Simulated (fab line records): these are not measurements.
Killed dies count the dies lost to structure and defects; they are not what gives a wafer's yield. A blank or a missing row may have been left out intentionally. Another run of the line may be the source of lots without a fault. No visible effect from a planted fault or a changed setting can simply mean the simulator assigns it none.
Which tool was responsible? || flow gf180mcu || 42 wafers from 14 lots sampled at 5 of the route's 602 steps

## WHAT THE GAUGES READ, wafer by wafer
GF_VT_IMPLANT_TW_MEAS_43.
{"lot": "L974", "measured": "day 7 21:57", "on": "filmMetro-02", "VT_IMPLANT_4_TW": "698 693 702"}
{"lot": "L975", "measured": "day 8 02:02", "on": "filmMetro-02", "VT_IMPLANT_4_TW": "699 696 697"}
{"lot": "L976", "measured": "day 8 06:05", "on": "filmMetro-01", "VT_IMPLANT_4_TW": "694 693 697"}
{"lot": "L978", "measured": "day 8 22:10", "on": "filmMetro-01", "VT_IMPLANT_4_TW": "693 694 695"}
{"lot": "L979", "measured": "day 9 03:56", "on": "filmMetro-01", "VT_IMPLANT_4_TW": "689 691 691"}
{"lot": "L980", "measured": "day 9 08:46", "on": "filmMetro-01", "VT_IMPLANT_4_TW": "690 693 690"}
{"lot": "L981", "measured": "day 9 16:05", "on": "filmMetro-01", "VT_IMPLANT_4_TW": "688 691 694"}
{"lot": "L982", "measured": "day 10 01:38", "on": "filmMetro-01", "VT_IMPLANT_4_TW": "693 696 694"}
{"lot": "L983", "measured": "day 10 09:17", "on": "filmMetro-02", "VT_IMPLANT_4_TW": "699 700 702"}
{"lot": "L984", "measured": "day 10 15:50", "on": "filmMetro-01", "VT_IMPLANT_4_TW": "696 692 693"}
{"lot": "L989", "measured": "day 12 04:11", "on": "filmMetro-04", "VT_IMPLANT_4_TW": "690 691 627"}
{"lot": "L991", "measured": "day 12 22:41", "on": "filmMetro-04", "VT_IMPLANT_4_TW": "688 692 624"}
{"lot": "L994", "measured": "day 13 13:37", "on": "filmMetro-02", "VT_IMPLANT_4_TW": "692 691 692"}
{"lot": "L996", "measured": "day 13 23:35", "on": "filmMetro-01", "VT_IMPLANT_4_TW": "697 695 698"}

GF_POLY_GATE_THK_MEAS_01.
{"lot": "L974", "measured": "day 8 20:06", "on": "filmMetro-04", "POLY_GATE_CVD_00_THK (nm)": "199.9 197.8 197.4"}
{"lot": "L975", "measured": "day 9 00:11", "on": "filmMetro-04", "POLY_GATE_CVD_00_THK (nm)": "200.5 201.8 202.2"}
{"lot": "L976", "measured": "day 9 05:05", "on": "filmMetro-03", "POLY_GATE_CVD_00_THK (nm)": "199.4 200.0 199.8"}
{"lot": "L978", "measured": "day 9 22:38", "on": "filmMetro-04", "POLY_GATE_CVD_00_THK (nm)": "198.0 197.5 198.0"}
{"lot": "L979", "measured": "day 10 02:40", "on": "filmMetro-03", "POLY_GATE_CVD_00_THK (nm)": "201.0 199.5 201.4"}
{"lot": "L980", "measured": "day 10 08:24", "on": "filmMetro-01", "POLY_GATE_CVD_00_THK (nm)": "202.5 202.1 202.3"}
{"lot": "L981", "measured": "day 10 15:17", "on": "filmMetro-01", "POLY_GATE_CVD_00_THK (nm)": "198.3 198.6 196.4"}
{"lot": "L982", "measured": "day 11 02:00", "on": "filmMetro-01", "POLY_GATE_CVD_00_THK (nm)": "200.0 200.7 198.9"}
{"lot": "L983", "measured": "day 11 09:25", "on": "filmMetro-04", "POLY_GATE_CVD_00_THK (nm)": "197.2 196.8 196.7"}
{"lot": "L984", "measured": "day 11 15:39", "on": "filmMetro-01", "POLY_GATE_CVD_00_THK (nm)": "202.3 203.1 204.0"}
{"lot": "L989", "measured": "day 13 06:09", "on": "filmMetro-01", "POLY_GATE_CVD_00_THK (nm)": "202.8 201.8 200.9"}
{"lot": "L991", "measured": "day 14 01:12", "on": "filmMetro-03", "POLY_GATE_CVD_00_THK (nm)": "200.5 201.2 200.4"}
{"lot": "L994", "measured": "day 14 18:44", "on": "filmMetro-04", "POLY_GATE_CVD_00_THK (nm)": "202.1 200.6 201.2"}
{"lot": "L996", "measured": "day 15 03:30", "on": "filmMetro-01", "POLY_GATE_CVD_00_THK (nm)": "201.2 201.7 202.2"}

GF_POLY_GATE_CD_MEAS_10: the cd target is 280 nm.
{"lot": "L974", "measured": "day 9 13:13", "on": "cdSem-01", "cdNm (nm)": "280.6 280.2 280.8"}
{"lot": "L975", "measured": "day 9 17:31", "on": "cdSem-02", "cdNm (nm)": "279.1 278.5 278.8"}
{"lot": "L976", "measured": "day 9 21:44", "on": "cdSem-02", "cdNm (nm)": "279.8 280.5 280.0"}
{"lot": "L978", "measured": "day 10 16:59", "on": "cdSem-02", "cdNm (nm)": "281.7 282.6 282.7"}
{"lot": "L979", "measured": "day 10 20:49", "on": "cdSem-02", "cdNm (nm)": "278.8 278.6 278.8"}
{"lot": "L980", "measured": "day 11 02:59", "on": "cdSem-01", "cdNm (nm)": "280.3 280.2 280.6"}
{"lot": "L981", "measured": "day 11 10:02", "on": "cdSem-01", "cdNm (nm)": "282.1 281.4 281.7"}
{"lot": "L982", "measured": "day 11 20:50", "on": "cdSem-01", "cdNm (nm)": "281.0 281.4 280.6"}
{"lot": "L983", "measured": "day 12 04:37", "on": "cdSem-01", "cdNm (nm)": "277.6 279.6 278.7"}
{"lot": "L984", "measured": "day 12 10:51", "on": "cdSem-01", "cdNm (nm)": "277.9 277.7 279.2"}
{"lot": "L989", "measured": "day 14 02:37", "on": "cdSem-01", "cdNm (nm)": "277.6 279.6 279.0"}
{"lot": "L991", "measured": "day 14 21:50", "on": "cdSem-02", "cdNm (nm)": "279.7 279.6 279.0"}
{"lot": "L994", "measured": "day 15 15:51", "on": "cdSem-02", "cdNm (nm)": "281.7 281.9 280.1"}
{"lot": "L996", "measured": "day 16 01:28", "on": "cdSem-02", "cdNm (nm)": "280.7 279.9 280.7"}

## EACH LOT AND THE TOOL THAT RAN IT (in order: tool; ch and the chambers of the sampled wafers; start)
{"lot": "L974", "GF_VT_IMPLANT_IMPLANT_41": "implanter-04 ch 0, day 7 21:43", "GF_DUAL_GATE_STRIP_13": "plasmaAsher-01 ch 0,1, day 8 16:53"}
{"lot": "L975", "GF_VT_IMPLANT_IMPLANT_41": "implanter-03 ch 0, day 8 01:47", "GF_DUAL_GATE_STRIP_13": "plasmaAsher-01 ch 1, day 8 21:08"}
{"lot": "L976", "GF_VT_IMPLANT_IMPLANT_41": "implanter-03 ch 0, day 8 05:50", "GF_DUAL_GATE_STRIP_13": "plasmaAsher-01 ch 0,1, day 9 01:16"}
{"lot": "L978", "GF_VT_IMPLANT_IMPLANT_41": "implanter-04 ch 0, day 8 21:55", "GF_DUAL_GATE_STRIP_13": "plasmaAsher-02 ch 0,1, day 9 18:04"}
{"lot": "L979", "GF_VT_IMPLANT_IMPLANT_41": "implanter-04 ch 0, day 9 03:41", "GF_DUAL_GATE_STRIP_13": "plasmaAsher-01 ch 0,1, day 9 23:37"}
{"lot": "L980", "GF_VT_IMPLANT_IMPLANT_41": "implanter-03 ch 0, day 9 08:31", "GF_DUAL_GATE_STRIP_13": "plasmaAsher-04 ch 0,1, day 10 04:55"}
{"lot": "L981", "GF_VT_IMPLANT_IMPLANT_41": "implanter-04 ch 0, day 9 15:50", "GF_DUAL_GATE_STRIP_13": "plasmaAsher-02 ch 0,1, day 10 12:14"}
{"lot": "L982", "GF_VT_IMPLANT_IMPLANT_41": "implanter-01 ch 0, day 10 01:25", "GF_DUAL_GATE_STRIP_13": "plasmaAsher-04 ch 0,1, day 10 21:15"}
{"lot": "L983", "GF_VT_IMPLANT_IMPLANT_41": "implanter-03 ch 0, day 10 09:03", "GF_DUAL_GATE_STRIP_13": "plasmaAsher-02 ch 0, day 11 05:43"}
{"lot": "L984", "GF_VT_IMPLANT_IMPLANT_41": "implanter-01 ch 0, day 10 15:35", "GF_DUAL_GATE_STRIP_13": "plasmaAsher-04 ch 0,1, day 11 11:56"}
{"lot": "L989", "GF_VT_IMPLANT_IMPLANT_41": "implanter-04 ch 0, day 12 03:57", "GF_DUAL_GATE_STRIP_13": "plasmaAsher-01 ch 0,1, day 13 03:06"}
{"lot": "L991", "GF_VT_IMPLANT_IMPLANT_41": "implanter-04 ch 0, day 12 22:27", "GF_DUAL_GATE_STRIP_13": "plasmaAsher-02 ch 0,1, day 13 22:07"}
{"lot": "L994", "GF_VT_IMPLANT_IMPLANT_41": "implanter-01 ch 0, day 13 13:24", "GF_DUAL_GATE_STRIP_13": "plasmaAsher-04 ch 0,1, day 14 14:07"}
{"lot": "L996", "GF_VT_IMPLANT_IMPLANT_41": "implanter-03 ch 0, day 13 23:20", "GF_DUAL_GATE_STRIP_13": "plasmaAsher-02 ch 0,1, day 15 00:11"}
- GF_VT_IMPLANT_IMPLANT_41
- GF_DUAL_GATE_STRIP_13: strips in O2/N2.

## AS READ BY THE TOOLS THEMSELVES (means over the sampled wafers that have a number; for cases with no such wafer, the mark the record gives instead)
GF_DUAL_GATE_STRIP_13.
{"lot": "L974", "tool": "plasmaAsher-01", "drypumpMotorCurrentA (A)": 5.2, "heaterPowerW (W)": 353, "oesProductAu (a.u.)": 0.712, "stripTimeToEndpointS (s)": 12.60}
{"lot": "L975", "tool": "plasmaAsher-01", "drypumpMotorCurrentA (A)": 5.8, "heaterPowerW (W)": 331, "oesProductAu (a.u.)": 0.716, "stripTimeToEndpointS (s)": 12.62}
{"lot": "L976", "tool": "plasmaAsher-01", "drypumpMotorCurrentA (A)": 5.2, "heaterPowerW (W)": 355, "oesProductAu (a.u.)": 0.718, "stripTimeToEndpointS (s)": 12.64}
{"lot": "L978", "tool": "plasmaAsher-02", "drypumpMotorCurrentA (A)": 6.1, "heaterPowerW (W)": 341, "oesProductAu (a.u.)": 0.716, "stripTimeToEndpointS (s)": 12.67}
{"lot": "L979", "tool": "plasmaAsher-01", "drypumpMotorCurrentA (A)": 5.5, "heaterPowerW (W)": 341, "oesProductAu (a.u.)": 0.718, "stripTimeToEndpointS (s)": 12.63}
{"lot": "L980", "tool": "plasmaAsher-04", "drypumpMotorCurrentA (A)": 5.8, "heaterPowerW (W)": 336, "oesProductAu (a.u.)": 0.718, "stripTimeToEndpointS (s)": 12.61}
{"lot": "L981", "tool": "plasmaAsher-02", "drypumpMotorCurrentA (A)": 6.1, "heaterPowerW (W)": 346, "oesProductAu (a.u.)": 0.720, "stripTimeToEndpointS (s)": 12.62}
{"lot": "L982", "tool": "plasmaAsher-04", "drypumpMotorCurrentA (A)": 5.8, "heaterPowerW (W)": 339, "oesProductAu (a.u.)": 0.718, "stripTimeToEndpointS (s)": 12.69}
{"lot": "L983", "tool": "plasmaAsher-02", "drypumpMotorCurrentA (A)": 6.2, "heaterPowerW (W)": 357, "oesProductAu (a.u.)": 0.712, "stripTimeToEndpointS (s)": 12.64}
{"lot": "L984", "tool": "plasmaAsher-04", "drypumpMotorCurrentA (A)": 6.3, "heaterPowerW (W)": 311, "oesProductAu (a.u.)": 0.716, "stripTimeToEndpointS (s)": 12.63}
{"lot": "L989", "tool": "plasmaAsher-01", "drypumpMotorCurrentA (A)": 5.5, "heaterPowerW (W)": 348, "oesProductAu (a.u.)": 0.718, "stripTimeToEndpointS (s)": 12.64}
{"lot": "L991", "tool": "plasmaAsher-02", "drypumpMotorCurrentA (A)": 6.0, "heaterPowerW (W)": 330, "oesProductAu (a.u.)": 0.718, "stripTimeToEndpointS (s)": 12.64}
{"lot": "L994", "tool": "plasmaAsher-04", "drypumpMotorCurrentA (A)": 6.3, "heaterPowerW (W)": 312, "oesProductAu (a.u.)": 0.712, "stripTimeToEndpointS (s)": 12.68}
{"lot": "L996", "tool": "plasmaAsher-02", "drypumpMotorCurrentA (A)": 6.1, "heaterPowerW (W)": 338, "oesProductAu (a.u.)": 0.714, "stripTimeToEndpointS (s)": 12.58}

## THE ANSWER, worked out from the rows above alone
Rule: what is usual is taken from the lots themselves. The widest of any qualifying gaps counts: lots, ordered by their means at a reading, are off when they make up no more than a third of the lots, leave a main group of 4 or more, and stand apart from it by 3 or more times the standard deviation of that group's means. Not used: any main group whose means are identical at the precision the tables above print for the reading. Also off: a lot with no number at a reading for which 4 or more lots have one. Where the step has rows for the other lots, those lots are counted as sound. Order of review: gauges by route order, followed by the tools' own readings, for which a lot's mean as printed above is used. At the first step where some lot is off, the reading lying furthest off is the one used; lots without a number count as furthest.
Off: L989, L991, at GF_VT_IMPLANT_TW_MEAS_43 (VT_IMPLANT_4_TW). The main group has a mean of 694 with a standard deviation of 3.
A tool fits if, at a process step before that reading, it ran every lot that is off, and no sound lot after the first of them. Those tools and the gauges at GF_VT_IMPLANT_TW_MEAS_43 are tried in the same way. This does not decide it: 2 tools fit, namely implanter-04 at GF_VT_IMPLANT_IMPLANT_41 and filmMetro-04 at GF_VT_IMPLANT_TW_MEAS_43.

## WHAT THE SIMULATOR PUT IN
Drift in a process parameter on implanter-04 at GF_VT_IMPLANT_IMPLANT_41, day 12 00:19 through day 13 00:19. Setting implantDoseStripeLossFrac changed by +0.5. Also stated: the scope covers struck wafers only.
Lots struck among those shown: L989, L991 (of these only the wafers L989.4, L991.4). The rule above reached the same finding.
